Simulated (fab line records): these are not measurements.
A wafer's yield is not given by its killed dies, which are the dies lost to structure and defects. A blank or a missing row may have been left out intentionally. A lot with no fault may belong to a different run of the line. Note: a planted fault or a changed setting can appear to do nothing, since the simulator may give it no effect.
fab line records	flow sky130
record lots=24	wafers=72	lastDay=50
route steps=708 shown LDD_N@244 LOCAL_INTERCONNECT@387 CONTACT@410
lots untouched by any fault: they come from a run of this same line in which no faults occurred
startH: the number of hours between the record's first day and the start of the first shown wafer of the lot	waitH: hours from the lot's prior step to this one	" same as the row above	L1.1+2: a row that stands for several wafers	- value missing, or start not given	* or withheld: withheld	< > ~ a bound
route shown NAME@n: a module of which the file shows steps, and the number in the route of the first	usual: mean/standard deviation of fault-free wafers	same: alike in all rows	chamber/n: place in a boat	sites: readings site by site	_std_site: the values' standard deviation	_edge_site: mean of outer sites minus mean of inner sites	radiusMm: how far each site lies from the wafer's centre	mask NAME#n: copy n	behind: the tool/chamber that last shaped the wafer	hold: the reason the lot was held/the length of the hold in hours/how it ended	device: which transistor (n, p or np) failed to switch	end of line: the same wafers' tests at the end of the route	step lacking rows: just its recipe	killed: dies lost to structure and defects at the first sort, not the wafer's yield	map: per-die view of a wafer (x killed, . not killed, _ where there is no die)
set.NAME: the setting as run; set.NAME@STEP: as run at that earlier step	model.NAME: the simulator's own value behind a step, which no gauge read
the route's steps for a sample of lots (tables are steps, rows are wafers)
services: a tool's chamber out of use, with start hour (startH, from the record's first day; less than 0 if before it), hours out, and reason
## steps
# step SKY_LDD_N_OVL_MEAS_07
# usual LDD_N_OVL=0.3/1.6
lot.wafer	tool	chamber	startH	waitH	LDD_N_OVL[nm]
L074.3	overlay-01	-	392.25	0.1	2.3
L074.5	"	-	"	"	1.4
L074.6	"	-	"	"	0.8
L075.1	overlay-01	-	405.10	0.1	-2.5
L075.4	"	-	"	"	-0.6
L075.6	"	-	"	"	-0.7
L076.1	overlay-02	-	453.69	0.1	1.9
L076.2	"	-	"	"	1.1
L076.6	"	-	"	"	-0.8
L077.1	overlay-01	-	453.74	0.1	1.8
L077.4	"	-	"	"	0.4
L077.5	"	-	"	"	1.7
L078.1	overlay-01	-	454.04	0.1	-1.2
L078.3	"	-	"	"	0.7
L078.6	"	-	"	"	-0.4
L080.2	overlay-02	-	464.05	0.1	2.0
L080.5	"	-	"	"	3.0
L080.6	"	-	"	"	3.3
L079.3	overlay-01	-	464.36	0.1	2.8
L079.4	"	-	"	"	3.5
L079.5	"	-	"	"	1.7
L082.2	overlay-02	-	468.15	0.1	-1.4
L082.5	"	-	"	"	-1.4
L082.6	"	-	"	"	-0.5
L081.3	overlay-01	-	469.66	0.1	3.5
L081.5	"	-	"	"	1.8
L081.6	"	-	"	"	1.5
L084.1	overlay-02	-	481.95	0.1	-0.8
L084.5	"	-	"	"	-0.4
L084.6	"	-	"	"	-0.1
L083.1	overlay-01	-	488.54	0.1	-2.9
L083.2	"	-	"	"	-2.0
L083.4	"	-	"	"	-2.4
L085.3	overlay-01	-	494.61	0.1	-0.3
L085.5	"	-	"	"	-0.5
L085.6	"	-	"	"	0.7
L086.1	overlay-01	-	501.30	0.1	-0.8
L086.2	"	-	"	"	-0.4
L086.4	"	-	"	"	-0.7
L087.2	overlay-01	-	511.60	0.1	-0.2
L087.3	"	-	"	"	0.6
L087.5	"	-	"	"	1.2
L088.1	overlay-01	-	515.35	0.1	0.4
L088.2	"	-	"	"	-0.5
L088.4	"	-	"	"	-0.4
L089.2	overlay-01	-	526.10	0.1	-1.1
L089.5	"	-	"	"	-0.9
L089.6	"	-	"	"	-0.3
L090.2	overlay-02	-	539.50	0.1	-1.6
L090.4	"	-	"	"	-1.9
L090.5	"	-	"	"	-1.7
L091.3	overlay-02	-	545.15	0.1	-0.9
L091.4	"	-	"	"	-0.9
L091.5	"	-	"	"	-0.3
L092.2	overlay-01	-	556.50	0.1	-2.2
L092.4	"	-	"	"	-2.0
L092.6	"	-	"	"	-1.8
L093.1	overlay-01	-	567.24	0.1	0.7
L093.2	"	-	"	"	1.1
L093.6	"	-	"	"	0.9
L094.1	overlay-01	-	571.34	0.1	0.6
L094.3	"	-	"	"	-1.9
L094.6	"	-	"	"	-0.8
L095.1	overlay-02	-	576.40	0.1	3.2
L095.3	"	-	"	"	2.9
L095.5	"	-	"	"	2.5
L096.3	overlay-01	-	590.36	0.1	2.2
L096.5	"	-	"	"	1.3
L096.6	"	-	"	"	2.3
L097.1	overlay-01	-	594.55	0.1	0.9
L097.2	"	-	"	"	0.9
L097.5	"	-	"	"	1.0
# step SKY_LOCAL_INTERCONNECT_SPUTTER_00
# recipe material=TiN	targetThkNm=100	tempC=300	powerW=6500	timeS=83.3	chamberPressurePa=0.4
# usual throttleValvePct=29.7/1.7
lot.wafer	tool	chamber	startH	waitH	throttleValvePct
L074.3	pvdSputter-02	-	669.79	0.1	28.7
L074.5	"	-	"	"	28.7
L074.6	"	-	"	"	26.0
L075.1	pvdSputter-02	-	678.66	0.1	28.7
L075.4	"	-	"	"	30.3
L075.6	"	-	"	"	28.6
L076.1	pvdSputter-02	-	720.04	0.2	25.8
L076.2	"	-	"	"	30.4
L076.6	"	-	"	"	29.1
L078.1	pvdSputter-01	-	724.51	0.1	32.1
L078.3	"	-	"	"	31.0
L078.6	"	-	"	"	28.6
L077.1	pvdSputter-02	-	725.02	0.2	28.8
L077.4	"	-	"	"	30.3
L077.5	"	-	"	"	28.5
L080.2	pvdSputter-02	-	732.94	0.2	30.1
L080.5	"	-	"	"	28.8
L080.6	"	-	"	"	25.9
L079.3	pvdSputter-01	-	734.19	0.1	29.2
L079.4	"	-	"	"	32.0
L079.5	"	-	"	"	29.1
L082.2	pvdSputter-03	-	742.36	0.2	29.9
L082.5	"	-	"	"	30.1
L082.6	"	-	"	"	29.8
L081.3	pvdSputter-01	-	742.61	0.1	31.8
L081.5	"	-	"	"	31.6
L081.6	"	-	"	"	30.5
L084.1	pvdSputter-03	-	750.36	0.1	30.0
L084.5	"	-	"	"	30.2
L084.6	"	-	"	"	29.4
L083.1	pvdSputter-01	-	756.11	0.1	31.8
L083.2	"	-	"	"	30.9
L083.4	"	-	"	"	28.9
L085.3	pvdSputter-03	-	759.99	0.2	30.5
L085.5	"	-	"	"	30.1
L085.6	"	-	"	"	30.4
L086.1	pvdSputter-02	-	764.48	0.2	26.0
L086.2	"	-	"	"	28.9
L086.4	"	-	"	"	30.1
L087.2	pvdSputter-03	-	776.46	0.1	30.0
L087.3	"	-	"	"	30.1
L087.5	"	-	"	"	30.1
L088.1	pvdSputter-02	-	777.01	0.2	28.8
L088.2	"	-	"	"	31.7
L088.4	"	-	"	"	30.0
L089.2	pvdSputter-01	-	788.12	0.2	31.2
L089.5	"	-	"	"	31.7
L089.6	"	-	"	"	31.0
L090.2	pvdSputter-03	-	798.47	0.2	30.1
L090.4	"	-	"	"	30.1
L090.5	"	-	"	"	30.0
L091.3	pvdSputter-03	-	802.52	0.1	30.4
L091.4	"	-	"	"	29.9
L091.5	"	-	"	"	30.2
L092.2	pvdSputter-02	-	816.36	0.1	31.6
L092.4	"	-	"	"	28.7
L092.6	"	-	"	"	28.6
L093.1	pvdSputter-02	-	824.47	0.1	31.7
L093.2	"	-	"	"	28.8
L093.6	"	-	"	"	30.6
L094.1	pvdSputter-03	-	826.69	0.2	29.3
L094.3	"	-	"	"	30.2
L094.6	"	-	"	"	30.9
L095.1	pvdSputter-01	-	831.79	0.1	30.8
L095.3	"	-	"	"	31.2
L095.5	"	-	"	"	30.4
L096.3	pvdSputter-03	-	845.83	0.2	30.0
L096.5	"	-	"	"	30.8
L096.6	"	-	"	"	30.1
L097.1	pvdSputter-02	-	846.47	0.1	28.9
L097.2	"	-	"	"	29.9
L097.5	"	-	"	"	25.7
# step SKY_CONTACT_CMP_04
# recipe material=SiO2	downForcePsi=4	platenRpm=60	padVelocityMS=0.94248
# usual edgeZonePressureFrac=1.000/0.0051	motorCurrentA=11.7/1.6	timeToEndpointS=83/5.4
lot.wafer	tool	chamber	startH	waitH	edgeZonePressureFrac	motorCurrentA	timeToEndpointS
L074.3	cmp-01	0	699.01	0.2	0.992	10.2	75
L074.5	"	1	"	"	1.007	10.9	81
L074.6	"	2	"	"	1.010	13.3	85
L075.1	cmp-02	2	707.86	0.1	1.003	13.5	83
L075.4	"	3	"	"	1.003	10.4	85
L075.6	"	2	"	"	0.999	13.9	87
L076.1	cmp-02	3	749.40	0.1	1.002	9.8	87
L076.2	"	0	"	"	0.999	10.5	84
L076.6	"	0	"	"	1.005	10.5	84
L078.3	cmp-01	0	751.54	0.1	0.992	9.5	81
L078.1	"	2	"	"	1.012	13.7	81
L078.6	"	3	"	"	1.001	11.3	84
L077.1	cmp-02	1	753.13	0.1	1.007	13.4	93
L077.4	"	2	"	"	0.994	14.1	79
L077.5	"	0	"	"	1.005	11.1	83
L080.2	cmp-01	2	761.11	0.1	0.991	14.1	84
L080.5	"	1	"	"	1.005	10.4	78
L080.6	"	2	"	"	0.998	13.2	86
L079.3	cmp-01	0	762.25	0.1	0.998	10.4	84
L079.4	"	2	"	"	0.999	13.3	88
L079.5	"	0	"	"	0.995	9.8	84
L082.2	cmp-02	0	770.07	0.2	1.000	10.8	83
L082.5	"	1	"	"	0.995	13.7	97
L082.6	"	2	"	"	1.008	14.2	83
L081.3	cmp-02	1	770.85	0.0	1.011	13.5	91
L081.6	"	1	"	"	0.997	13.6	91
L081.5	"	2	"	"	1.007	13.9	87
L084.1	cmp-01	0	778.35	0.1	1.007	10.4	84
L084.5	"	2	"	"	1.004	13.3	91
L084.6	"	3	"	"	0.997	10.8	88
L083.4	cmp-01	3	783.69	0.0	1.002	11.2	90
L083.2	"	0	"	"	0.994	10.4	79
L083.1	"	2	"	"	1.008	13.6	89
L085.3	cmp-02	1	787.53	0.1	0.995	13.0	87
L085.6	"	0	"	"	0.991	9.9	82
L085.5	"	1	"	"	0.999	13.0	85
L086.2	cmp-02	3	792.89	0.0	0.994	10.1	85
L086.4	"	0	"	"	0.998	10.1	78
L086.1	"	2	"	"	0.998	14.2	86
L087.2	cmp-01	2	805.35	0.1	0.995	14.5	86
L087.3	"	0	"	"	1.004	9.6	81
L087.5	"	1	"	"	1.003	10.5	76
L088.4	cmp-01	0	806.05	0.0	1.003	10.0	77
L088.2	"	1	"	"	1.005	11.2	74
L088.1	"	2	"	"	0.995	14.0	88
L089.2	cmp-02	2	816.56	0.1	0.998	14.4	85
L089.5	"	0	"	"	0.996	10.1	81
L089.6	"	1	"	"	1.000	13.0	91
L090.4	cmp-02	3	826.38	0.1	0.989	10.5	80
L090.2	"	0	"	"	1.000	10.5	80
L090.5	"	1	"	"	0.999	13.4	88
L091.3	cmp-01	3	830.95	0.0	1.000	11.2	81
L091.4	"	1	"	"	1.000	10.5	72
L091.5	"	3	"	"	0.993	11.8	83
L092.2	cmp-02	0	843.55	0.1	1.004	10.7	76
L092.4	"	1	"	"	0.997	12.8	89
L092.6	"	2	"	"	1.004	14.1	87
L093.2	cmp-01	1	851.44	0.0	0.997	10.6	78
L093.1	"	3	"	"	1.005	11.0	89
L093.6	"	2	"	"	0.996	13.6	86
L094.1	cmp-02	0	853.78	0.1	1.005	10.4	83
L094.3	"	2	"	"	0.995	14.0	83
L094.6	"	1	"	"	1.011	13.0	86
L095.3	cmp-01	3	858.57	0.1	1.008	11.4	88
L095.1	"	0	"	"	0.992	9.5	75
L095.5	"	3	"	"	1.003	10.6	87
L096.3	cmp-02	0	873.06	0.1	1.007	10.5	84
L096.6	"	2	"	"	0.996	13.4	92
L096.5	"	3	"	"	1.003	10.0	91
L097.1	cmp-01	2	873.76	0.1	1.001	12.8	81
L097.2	"	3	"	"	0.996	10.9	84
L097.5	"	1	"	"	1.004	10.4	72
# step SKY_CONTACT_OVL_MEAS_15
# usual CONTACT_OVL=0/5.7
lot.wafer	tool	chamber	startH	waitH	CONTACT_OVL[nm]
L074.3	overlay-02	-	727.15	0.1	-3
L074.5	"	-	"	"	3
L074.6	"	-	"	"	0
L075.1	overlay-02	-	736.52	0.1	11
L075.4	"	-	"	"	8
L075.6	"	-	"	"	1
L076.1	overlay-02	-	776.67	0.1	-3
L076.2	"	-	"	"	3
L076.6	"	-	"	"	4
L078.1	overlay-02	-	778.42	0.1	-9
L078.3	"	-	"	"	-6
L078.6	"	-	"	"	-9
L077.1	overlay-02	-	780.07	0.1	-6
L077.4	"	-	"	"	-8
L077.5	"	-	"	"	-2
L080.2	overlay-01	-	788.27	0.1	-1
L080.5	"	-	"	"	-9
L080.6	"	-	"	"	-6
L079.3	overlay-01	-	790.45	0.1	0
L079.4	"	-	"	"	0
L079.5	"	-	"	"	-11
L082.2	overlay-01	-	796.92	0.1	6
L082.5	"	-	"	"	0
L082.6	"	-	"	"	5
L081.3	overlay-01	-	798.75	0.1	2
L081.5	"	-	"	"	-2
L081.6	"	-	"	"	9
L084.1	overlay-01	-	805.37	0.1	-1
L084.5	"	-	"	"	-3
L084.6	"	-	"	"	-4
L083.1	overlay-01	-	811.52	0.1	8
L083.2	"	-	"	"	4
L083.4	"	-	"	"	7
L085.3	overlay-01	-	815.03	0.1	4
L085.5	"	-	"	"	0
L085.6	"	-	"	"	3
L086.1	overlay-01	-	819.42	0.1	-7
L086.2	"	-	"	"	-9
L086.4	"	-	"	"	-11
L087.2	overlay-01	-	831.27	0.1	-1
L087.3	"	-	"	"	5
L087.5	"	-	"	"	1
L088.1	overlay-01	-	832.11	0.1	9
L088.2	"	-	"	"	0
L088.4	"	-	"	"	0
L089.2	overlay-02	-	842.65	0.1	0
L089.5	"	-	"	"	2
L089.6	"	-	"	"	-4
L090.2	overlay-02	-	852.72	0.1	4
L090.4	"	-	"	"	14
L090.5	"	-	"	"	3
L091.3	overlay-01	-	857.00	0.1	6
L091.4	"	-	"	"	-2
L091.5	"	-	"	"	8
L092.2	overlay-02	-	869.97	0.1	-1
L092.4	"	-	"	"	0
L092.6	"	-	"	"	-3
L093.1	overlay-02	-	877.47	0.1	-4
L093.2	"	-	"	"	-2
L093.6	"	-	"	"	2
L094.1	overlay-01	-	880.84	0.1	-7
L094.3	"	-	"	"	-7
L094.6	"	-	"	"	-11
L095.1	overlay-02	-	885.57	0.1	1
L095.3	"	-	"	"	2
L095.5	"	-	"	"	0
L096.3	overlay-02	-	900.08	0.1	-5
L096.5	"	-	"	"	-7
L096.6	"	-	"	"	4
L097.1	overlay-02	-	900.67	0.1	-6
L097.2	"	-	"	"	-2
L097.5	"	-	"	"	-4
# step SKY_CONTACT_ETCH_16
# recipe chemistry=N2/H2	target=BARC	ionEnergyEv=200	sourceW=500	biasW=100	pressureMtorr=30	n2FlowSccm=100	h2FlowSccm=200	stopOn=SiO2	timeS=45.9	targetDepthA=600
# usual drypumpMotorCurrentA=5.7/0.52	oesProductAu=0.855/0.005	throttleValvePct=13.226/0.0095
lot.wafer	tool	chamber	startH	waitH	drypumpMotorCurrentA	oesProductAu	rfHoursCounterH	throttleValvePct
L074.3	rieDiel-04	3	727.18	0.0	5.6	0.855	7	13.229
L074.5	"	0	"	"	5.1	0.847	-	13.232
L074.6	"	1	"	"	6.1	0.852	-	13.226
L075.1	rieDiel-02	2	736.55	0.0	5.2	0.854	18	13.219
L075.4	"	3	"	"	6.3	0.861	7	13.223
L075.6	"	0	"	"	4.9	0.851	-	13.216
L076.1	rieDiel-04	3	776.70	0.0	5.6	0.851	9	13.222
L076.2	"	0	"	"	5.1	0.857	14	13.215
L076.6	"	2	"	"	5.3	0.860	-	13.226
L078.1	rieDiel-02	1	778.45	0.0	6.0	0.848	10	13.217
L078.3	"	2	"	"	5.2	0.861	18	13.227
L078.6	"	1	"	"	6.0	0.858	-	13.211
L077.1	rieDiel-04	0	780.10	0.0	5.1	0.857	14	13.219
L077.4	"	2	"	"	5.2	0.851	19	13.216
L077.5	"	3	"	"	5.6	0.850	-	13.227
L080.2	rieDiel-02	2	788.30	0.0	5.2	0.859	19	13.228
L080.5	"	2	"	"	5.2	0.854	-	13.238
L080.6	"	1	"	"	6.0	0.843	-	13.227
L079.3	rieDiel-01	2	790.48	0.0	6.5	0.855	0	13.210
L079.4	"	0	"	"	6.2	0.859	22	13.232
L079.5	"	1	"	"	5.2	0.854	-	13.229
L082.2	rieDiel-04	1	796.95	0.0	6.1	0.850	16	13.223
L082.5	"	0	"	"	5.1	0.852	-	13.219
L082.6	"	1	"	"	6.1	0.852	-	13.235
L081.3	rieDiel-04	1	798.78	0.0	6.1	0.865	16	13.223
L081.5	"	1	"	"	6.1	0.860	-	13.225
L081.6	"	3	"	"	5.6	0.855	-	13.242
L084.1	rieDiel-04	0	805.40	0.0	5.1	0.853	15	13.225
L084.5	"	0	"	"	5.1	0.863	-	13.245
L084.6	"	1	"	"	6.1	0.849	-	13.241
L083.1	rieDiel-01	2	811.55	0.0	6.4	0.846	1	13.246
L083.2	"	1	"	"	5.2	0.858	15	13.216
L083.4	"	3	"	"	6.0	0.850	19	13.228
L085.3	rieDiel-04	3	815.05	0.0	5.6	0.860	10	13.208
L085.5	"	2	"	"	5.2	0.850	-	13.228
L085.6	"	3	"	"	5.6	0.859	-	13.221
L086.1	rieDiel-02	1	819.45	0.0	6.0	0.855	11	13.215
L086.2	"	2	"	"	5.2	0.851	20	13.211
L086.4	"	0	"	"	4.9	0.857	12	13.216
L087.2	rieDiel-04	0	831.30	0.0	5.1	0.855	16	13.221
L087.3	"	2	"	"	5.2	0.861	21	13.237
L087.5	"	2	"	"	5.2	0.858	-	13.231
L088.1	rieDiel-01	2	832.15	0.0	6.5	0.850	2	13.235
L088.2	"	0	"	"	6.2	0.848	24	13.227
L088.4	"	1	"	"	5.1	0.850	16	13.233
L089.2	rieDiel-02	2	842.68	0.0	5.2	0.857	21	13.235
L089.5	"	0	"	"	4.9	0.862	-	13.230
L089.6	"	3	"	"	6.3	0.861	-	13.239
L090.2	rieDiel-01	3	852.75	0.0	6.0	0.856	21	13.210
L090.4	"	2	"	"	6.5	0.852	2	13.220
L090.5	"	0	"	"	6.2	0.854	-	13.227
L091.3	rieDiel-04	1	857.03	0.0	6.1	0.860	18	13.241
L091.4	"	0	"	"	5.1	0.860	-	13.222
L091.5	"	1	"	"	6.1	0.856	-	13.245
L092.2	rieDiel-01	3	870.00	0.0	6.0	0.859	21	13.236
L092.4	"	0	"	"	6.2	0.856	-	13.232
L092.6	"	3	"	"	6.0	0.850	-	13.234
L093.1	rieDiel-02	0	877.50	0.0	4.9	0.855	14	13.228
L093.2	"	1	"	"	6.0	0.860	13	13.223
L093.6	"	3	"	"	6.3	0.850	-	13.228
L094.1	rieDiel-02	1	880.88	0.0	6.0	0.861	13	13.215
L094.3	"	0	"	"	4.9	0.848	14	13.238
L094.6	"	3	"	"	6.3	0.857	-	13.205
L095.1	rieDiel-01	1	885.60	0.0	5.2	0.850	17	13.231
L095.3	"	0	"	"	6.2	0.848	25	13.220
L095.5	"	0	"	"	6.2	0.859	-	13.214
L096.3	rieDiel-04	0	900.10	0.0	5.1	0.848	18	13.219
L096.5	"	2	"	"	5.3	0.850	-	13.222
L096.6	"	3	"	"	5.6	0.850	-	13.217
L097.1	rieDiel-02	3	900.70	0.0	6.3	0.854	13	13.221
L097.2	"	0	"	"	4.9	0.854	16	13.242
L097.5	"	0	"	"	4.9	0.858	-	13.227
# step SKY_CONTACT_ETCH_17
# recipe target=SiO2	chemistry=C4F8/O2/Ar	stopOn=Si3N4	maskMaterial=KrF-thick	sourceW=1500	biasW=1200	pressureMtorr=40	c4f8FlowSccm=withheld	O2_flow_sccm=6	Ar_flow_sccm=300	timeS=withheld	targetDepthA=3400
# usual oesProductAu=0.891/0.0049
lot.wafer	tool	chamber	startH	waitH	oesProductAu
L074.3	rieDiel-04	3	727.22	0.0	0.887
L074.5	"	0	"	"	0.892
L074.6	"	1	"	"	0.899
L075.1	rieDiel-02	2	736.59	0.0	0.887
L075.4	"	3	"	"	0.891
L075.6	"	0	"	"	0.890
L076.1	rieDiel-04	3	776.74	0.0	0.889
L076.2	"	0	"	"	0.888
L076.6	"	2	"	"	0.888
L078.1	rieDiel-02	1	778.49	0.0	0.884
L078.3	"	2	"	"	0.892
L078.6	"	1	"	"	0.888
L077.1	rieDiel-04	0	780.14	0.0	0.897
L077.4	"	2	"	"	0.889
L077.5	"	3	"	"	0.890
L080.2	rieDiel-02	2	788.34	0.0	0.886
L080.5	"	2	"	"	0.885
L080.6	"	1	"	"	0.897
L079.3	rieDiel-01	2	790.52	0.0	0.889
L079.4	"	0	"	"	0.890
L079.5	"	1	"	"	0.887
L082.2	rieDiel-04	1	796.99	0.0	0.894
L082.5	"	0	"	"	0.894
L082.6	"	1	"	"	0.891
L081.3	rieDiel-04	1	798.82	0.0	0.897
L081.5	"	1	"	"	0.892
L081.6	"	3	"	"	0.896
L084.1	rieDiel-04	0	805.44	0.0	0.895
L084.5	"	0	"	"	0.899
L084.6	"	1	"	"	0.899
L083.1	rieDiel-01	2	811.59	0.0	0.890
L083.2	"	1	"	"	0.896
L083.4	"	3	"	"	0.888
L085.3	rieDiel-04	3	815.09	0.0	0.891
L085.5	"	2	"	"	0.904
L085.6	"	3	"	"	0.892
L086.1	rieDiel-02	1	819.49	0.0	0.894
L086.2	"	2	"	"	0.896
L086.4	"	0	"	"	0.892
L087.2	rieDiel-04	0	831.34	0.0	0.898
L087.3	"	2	"	"	0.898
L087.5	"	2	"	"	0.887
L088.1	rieDiel-01	2	832.19	0.0	0.891
L088.2	"	0	"	"	0.893
L088.4	"	1	"	"	0.884
L089.2	rieDiel-02	2	842.72	0.0	0.887
L089.5	"	0	"	"	0.885
L089.6	"	3	"	"	0.896
L090.2	rieDiel-01	3	852.79	0.0	0.896
L090.4	"	2	"	"	0.884
L090.5	"	0	"	"	0.898
L091.3	rieDiel-04	1	857.07	0.0	0.885
L091.4	"	0	"	"	0.897
L091.5	"	1	"	"	0.890
L092.2	rieDiel-01	3	870.04	0.0	0.886
L092.4	"	0	"	"	0.883
L092.6	"	3	"	"	0.887
L093.1	rieDiel-02	0	877.54	0.0	0.888
L093.2	"	1	"	"	0.888
L093.6	"	3	"	"	0.888
L094.1	rieDiel-02	1	880.92	0.0	0.887
L094.3	"	0	"	"	0.886
L094.6	"	3	"	"	0.891
L095.1	rieDiel-01	1	885.64	0.0	0.887
L095.3	"	0	"	"	0.897
L095.5	"	0	"	"	0.890
L096.3	rieDiel-04	0	900.14	0.0	0.895
L096.5	"	2	"	"	0.896
L096.6	"	3	"	"	0.884
L097.1	rieDiel-02	3	900.74	0.0	0.896
L097.2	"	0	"	"	0.894
L097.5	"	0	"	"	0.888
## services
tool	chamber	startH	hours	kind
rieDiel-04	2	652.65	3.4	repair
pvdSputter-03	-	667.70	27.0	repair
rieDiel-01	-	675.81	2.8	pm
pvdSputter-02	-	684.67	4.6	repair
pvdSputter-02	-	716.49	2.7	repair
rieDiel-01	2	720.83	4.2	repair
cmp-02	-	724.51	5.1	pm
cmp-02	-	732.31	0.9	repair
cmp-01	-	743.40	7.1	pm
cmp-02	-	744.00	4.0	pm
cmp-02	-	757.50	8.5	pm
rieDiel-04	2	793.74	5.6	repair
cmp-02	-	801.82	0.2	repair
pvdSputter-02	-	803.75	4.4	repair
rieDiel-01	2	815.62	3.1	repair
rieDiel-04	0	840.16	13.7	repair
rieDiel-04	3	843.02	24.5	repair
rieDiel-01	3	846.98	4.5	repair
rieDiel-01	3	856.70	1.3	repair
rieDiel-01	1	863.87	10.1	repair
cmp-01	-	866.36	1.7	repair
rieDiel-04	-	867.33	2.8	pm
rieDiel-02	1	884.96	26.7	repair
cmp-01	-	897.54	3.4	pm
## key
fault none
